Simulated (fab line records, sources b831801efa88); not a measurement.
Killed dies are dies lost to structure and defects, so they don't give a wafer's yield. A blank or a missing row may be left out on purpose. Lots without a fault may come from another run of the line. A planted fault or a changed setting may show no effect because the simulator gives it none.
A struck lot beside a sound one | flow gf180mcu | 19 steps out of a route of 602
Sound: wafers L809.3, L809.4, L809.6. Struck: wafers L816.2, L816.3, L816.4. The cause comes at the end.
At each step with rows: each side's tool, then ch and its chambers, then its first start. Under that, the readings that differ: sound wafers | struck wafers | difference of the means | sigmas: that difference in standard deviations of wafers without a fault.
alike: readings whose means differ by less than 2 such deviations, and words and numbers that are the same on both sides. not compared: withheld readings, readings that some wafer has no value for, bounds like >300 that may hide the same value, and numbers for which the record gives no deviation and whose values overlap.
The two part at a step that has a row with sigmas, a row that says differs or no value, or rows on one side only. Numbers that don't overlap but have no deviation are shown without sigmas and don't part them. A reading that every wafer of one side lacks parts them only if that side has two wafers or more.

GF_V1_CMP_26: polishes, stops on SiO2, t overpolish 15 s, target thk 0 nm.
  sound on cmp-01 ch 0,3, day 21 16:37; struck on cmp-02 ch 1,2,3, day 23 02:57
  alike: edge_zone_pressure_frac, motor_current_A, overpolish_run_s, retaining_ring_pressure_frac, time_to_endpoint_s
GF_M2_SPUTTER_00: material Ti, target thk 37.5 nm, time 150 s.
  sound on pvd_sputter-02, day 21 16:55; struck on pvd_sputter-01, day 23 03:15
  alike: throttle_valve_pct
GF_M2_SPUTTER_01: material TiN, target thk 30 nm, time 25 s.
  sound on pvd_sputter-02, day 21 17:01; struck on pvd_sputter-01, day 23 03:21
  alike: throttle_valve_pct
GF_M2_SPUTTER_02: material AlCu, target thk 450 nm, time 23.9 s.
  sound on pvd_sputter-02, day 21 17:02; struck on pvd_sputter-01, day 23 03:23
  alike: throttle_valve_pct
GF_M2_SPUTTER_03: material Ti, target thk 10 nm, time 6.7 s.
  sound on pvd_sputter-02, day 21 17:04; struck on pvd_sputter-01, day 23 03:25
  alike: throttle_valve_pct
then, 1 step without rows for these wafers: GF_M2_SPUTTER_04 (material TiN, target thk 50 nm, time 41.7 s).
GF_M2_RS_MEAS_05: measures by four-point-probe.
  sound on film_metro-02, day 21 17:10; struck on film_metro-03, day 23 03:29
  alike: M2_ALCU_RS
GF_M2_THK_MEAS_06: measures by xrf.
  sound on film_metro-02, day 21 17:16; struck on film_metro-03, day 23 03:36
  alike: M2_ALCU_THK
then, 4 steps without rows for these wafers: GF_M2_DEHYDRATE_07 (time 60 s); GF_M2_HMDS_08 (prime time 60 s); GF_M2_COAT_09 (resist thk 1000 nm); GF_M2_SOFTBAKE_10 (time 58.37 s).
GF_M2_EXPOSE_11: exposes mask Metal2, target cd 280 nm.
  sound on krf_scanner-01 ch 0, day 22 05:04; struck on krf_scanner-01 ch 0, day 23 15:19
  reading              | sound             | struck            | difference | sigmas
  exposure_dose_mJ_cm2 | 28.00 28.04 28.02 | 25.21 25.20 25.23 | -2.81      | -85
  alike: mask, stage_vel_mm_s
then, 2 steps without rows for these wafers: GF_M2_PEB_12 (peb time 90 s); GF_M2_DEVELOP_13 (develop time 60 s).
GF_M2_CD_MEAS_14: target cd 280 nm.
  sound on cd_sem-01, day 22 15:58; struck on cd_sem-02, day 24 01:45
  reading    | sound             | struck            | difference | sigmas
  cd_nm (nm) | 280.9 280.1 281.4 | 194.0 226.5 255.6 | -55.4      | -50
GF_M2_OVL_MEAS_15:
  sound on overlay-02, day 22 16:04; struck on overlay-01, day 24 01:52
  reading     | sound | struck   | difference | sigmas
  M2_OVL (nm) | 9 7 9 | -8 -6 -3 | -14        | -2
GF_M2_METAL_ETCH_16: etches the open film in Cl2/BCl3, stops on SiO2, target depth 627.5 nm, time 104.6 s.
  sound on rie_metal-03 ch 0,1, day 22 16:08; struck on rie_metal-02 ch 0,1, day 24 01:53
  reading             | sound           | struck          | difference | sigmas
  model.M2.cd_nm (nm) | 278.4 282 280.1 | 196.7 228 262.6 | -51.1      |
  alike: chamber_pressure_mTorr, drypump_motor_current_A, oes_product_au, throttle_valve_pct
  not compared: rf_hours_counter_h
then, 1 step without rows for these wafers: GF_M2_STRIP_17 (strips in O2/N2).

WHERE THEY PART
First at GF_M2_EXPOSE_11; last, within this record, at GF_M2_OVL_MEAS_15. Later steps at which nothing parts them and some readings are alike: GF_M2_METAL_ETCH_16.

WHY: what the simulator had put in
Process parameter drift: krf_scanner-01, from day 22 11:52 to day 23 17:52, at GF_M2_EXPOSE_11. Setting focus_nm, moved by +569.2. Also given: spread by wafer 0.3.
